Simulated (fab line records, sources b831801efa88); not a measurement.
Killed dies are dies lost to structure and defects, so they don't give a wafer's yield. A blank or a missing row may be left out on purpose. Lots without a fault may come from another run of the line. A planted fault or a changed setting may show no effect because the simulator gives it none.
Which tool did it? | flow sky130 | 15 lots, 45 wafers sampled, at 3 steps of a route of 708

WHAT THE GAUGES READ, wafer by wafer
SKY_LDD_LDN_OVL_MEAS_07. Usual: LDD_LDN_OVL 0.0 nm, standard deviation 1.6.
lot  | measured     | on         | LDD_LDN_OVL (nm) | flag
L521 | day 22 19:04 | overlay-02 | 1.5 2.9 3.5      |
L522 | day 22 23:51 | overlay-02 | 1.9 1.0 1.2      |
L523 | day 24 00:28 | overlay-02 | 0.6 1.8 -0.4     |
L527 | day 25 15:37 | overlay-02 | -0.7 -0.2 1.0    |
L526 | day 25 16:00 | overlay-02 | 3.2 -0.3 2.3     |
L528 | day 25 16:35 | overlay-02 | -0.5 0.1 1.7     |
L529 | day 25 21:59 | overlay-02 | 1.0 0.8 0.4      |
L531 | day 26 21:23 | overlay-01 | -1.1 -0.6 -3.4   |
L532 | day 26 21:57 | overlay-01 | -0.1 -1.2 -0.5   |
L533 | day 27 02:55 | overlay-01 | -1.3 -3.2 -0.6   |
L540 | day 29 11:32 | overlay-02 | 0.5 1.5 0.0      |
L541 | day 29 17:54 | overlay-02 | -1.6 -0.6 -0.3   |
L542 | day 29 22:11 | overlay-01 | 1.2 0.0 1.6      |
L543 | day 30 04:50 | overlay-02 | 1.5 0.5 -0.1     |
L544 | day 30 12:35 | overlay-02 | 0.1 -0.5 -0.1    |

WHICH TOOL RAN EACH LOT (tool, then ch and the chambers of the sampled wafers, then the start)
lot  | SKY_POLY_GATE_STRIP_18               | SKY_LDD_HVP_STRIP_09
L521 | plasma_asher-02 ch 0,1, day 16 08:35 | plasma_asher-03 ch 0,1, day 21 12:20
L522 | plasma_asher-02 ch 0,1, day 16 12:37 | plasma_asher-03 ch 0,1, day 21 17:26
L523 | plasma_asher-03 ch 0,1, day 17 12:44 | plasma_asher-02 ch 0,1, day 22 18:41
L527 | plasma_asher-03 ch 0, day 19 04:29   | plasma_asher-03 ch 0,1, day 24 10:14
L526 | plasma_asher-02 ch 0,1, day 19 04:50 | plasma_asher-02 ch 1, day 24 10:31
L528 | plasma_asher-03 ch 0,1, day 19 05:01 | plasma_asher-03 ch 0,1, day 24 11:38
L529 | plasma_asher-04 ch 0,1, day 19 12:29 | plasma_asher-02 ch 0,1, day 24 16:56
L531 | plasma_asher-02 ch 0,1, day 20 11:52 | plasma_asher-02 ch 0,1, day 25 16:26
L532 | plasma_asher-03 ch 0,1, day 20 13:10 | plasma_asher-03 ch 0,1, day 25 16:46
L533 | plasma_asher-04 ch 0,1, day 20 18:38 | plasma_asher-03 ch 0,1, day 25 22:04
L540 | plasma_asher-02 ch 0,1, day 23 08:52 | plasma_asher-03 ch 0,1, day 28 07:55
L541 | plasma_asher-03 ch 0,1, day 23 14:52 | plasma_asher-03 ch 0,1, day 28 14:23
L542 | plasma_asher-02 ch 0,1, day 23 18:55 | plasma_asher-02 ch 0,1, day 28 18:20
L543 | plasma_asher-03 ch 0,1, day 24 00:41 | plasma_asher-02 ch 0,1, day 29 01:05
L544 | plasma_asher-02 ch 0,1, day 24 11:32 | plasma_asher-02 ch 0,1, day 29 08:44
- SKY_POLY_GATE_STRIP_18: strips in O2/N2.
- SKY_LDD_HVP_STRIP_09: strips in O2/N2.

WHAT THE TOOLS THEMSELVES READ (means of the sampled wafers that have a number; where no wafer has one, the mark that the record gives instead)
SKY_POLY_GATE_STRIP_18. Usual: drypump_motor_current_A 5.4 A, standard deviation 0.37; n2_flow_sccm 300.1 sccm, standard deviation 0.87; oes_product_au 0.360 a.u., standard deviation 0.0048; strip_time_to_endpoint_s 3.158 s, standard deviation 0.029.
lot  | tool            | drypump_motor_current_A (A) | n2_flow_sccm (sccm) | oes_product_au (a.u.) | strip_time_to_endpoint_s (s) | flag
L521 | plasma_asher-02 | 5.4                         | 300.3               | 0.355                 | 3.138                        |
L522 | plasma_asher-02 | 5.3                         | 299.7               | 0.355                 | 3.126                        |
L523 | plasma_asher-03 | 5.3                         | 300.4               | 0.358                 | 3.135                        |
L527 | plasma_asher-03 | 5.4                         | 300.4               | 0.358                 | 3.148                        |
L526 | plasma_asher-02 | 5.5                         | 300.3               | 0.361                 | 3.167                        |
L528 | plasma_asher-03 | 5.1                         | 300.3               | 0.360                 | 3.167                        |
L529 | plasma_asher-04 | 6.0                         | 299.9               | 0.362                 | 3.168                        |
L531 | plasma_asher-02 | 5.3                         | 299.7               | 0.362                 | 3.153                        |
L532 | plasma_asher-03 | 5.3                         | 299.7               | 0.361                 | 3.193                        |
L533 | plasma_asher-04 | 6.0                         | 300.7               | 0.359                 | 3.147                        |
L540 | plasma_asher-02 | 5.3                         | 299.6               | 0.360                 | 3.162                        |
L541 | plasma_asher-03 | 5.2                         | 300.5               | 0.357                 | 3.126                        |
L542 | plasma_asher-02 | 5.5                         | 300.4               | 0.358                 | 3.130                        |
L543 | plasma_asher-03 | 5.2                         | 300.4               | 0.363                 | 3.149                        |
L544 | plasma_asher-02 | 5.5                         | 300.2               | 0.367                 | 3.184                        |

SKY_LDD_HVP_STRIP_09. Usual: drypump_motor_current_A 5.35 A, standard deviation 0.28; n2_flow_sccm 300.1 sccm, standard deviation 0.89; oes_product_au 0.408 a.u., standard deviation 0.0046; strip_time_to_endpoint_s 4.130 s, standard deviation 0.015.
lot  | tool            | drypump_motor_current_A (A) | n2_flow_sccm (sccm) | oes_product_au (a.u.) | strip_time_to_endpoint_s (s) | flag
L521 | plasma_asher-03 | 5.13                        | 300.3               | 0.404                 | 4.125                        |
L522 | plasma_asher-03 | 5.11                        | 300.3               | 0.411                 | 4.144                        |
L523 | plasma_asher-02 | 5.30                        | 300.0               | 0.409                 | 4.131                        |
L527 | plasma_asher-03 | 5.12                        | 300.0               | 0.407                 | 4.132                        |
L526 | plasma_asher-02 | 5.15                        | 299.6               | 0.407                 | 4.141                        |
L528 | plasma_asher-03 | 5.28                        | 299.9               | 0.408                 | 4.115                        |
L529 | plasma_asher-02 | 5.48                        | 299.9               | 0.409                 | 4.125                        |
L531 | plasma_asher-02 | 5.32                        | 299.8               | 0.409                 | 4.140                        |
L532 | plasma_asher-03 | 5.26                        | 299.9               | 0.409                 | 4.107                        |
L533 | plasma_asher-03 | 5.12                        | 300.3               | 0.409                 | 4.149                        |
L540 | plasma_asher-03 | 5.27                        | 301.0               | 0.408                 | 4.139                        |
L541 | plasma_asher-03 | 5.29                        | 299.7               | 0.406                 | 4.145                        |
L542 | plasma_asher-02 | 5.30                        | 300.4               | 0.403                 | 4.115                        |
L543 | plasma_asher-02 | 5.48                        | 298.9               | 0.410                 | 4.116                        |
L544 | plasma_asher-02 | 5.32                        | 300.3               | 0.408                 | 4.123                        |

THE ANSWER, worked out from the rows above alone
Rule: a lot is off if the mean of its wafers that have a number lies more than 3 standard deviations from the usual mean. A lot without any number at a reading at which 4 lots or more have one is off too. The other lots that the step has rows for count as sound. The gauges are gone through in route order, then the tools' own readings, and for those a lot's mean is taken as printed above. The first step at which some lot is off is used, and at that step the reading that is off furthest; a lot without a number counts as furthest.
No lot is off at any reading shown: from this, nothing can be told.

WHAT THE SIMULATOR HAD PUT IN
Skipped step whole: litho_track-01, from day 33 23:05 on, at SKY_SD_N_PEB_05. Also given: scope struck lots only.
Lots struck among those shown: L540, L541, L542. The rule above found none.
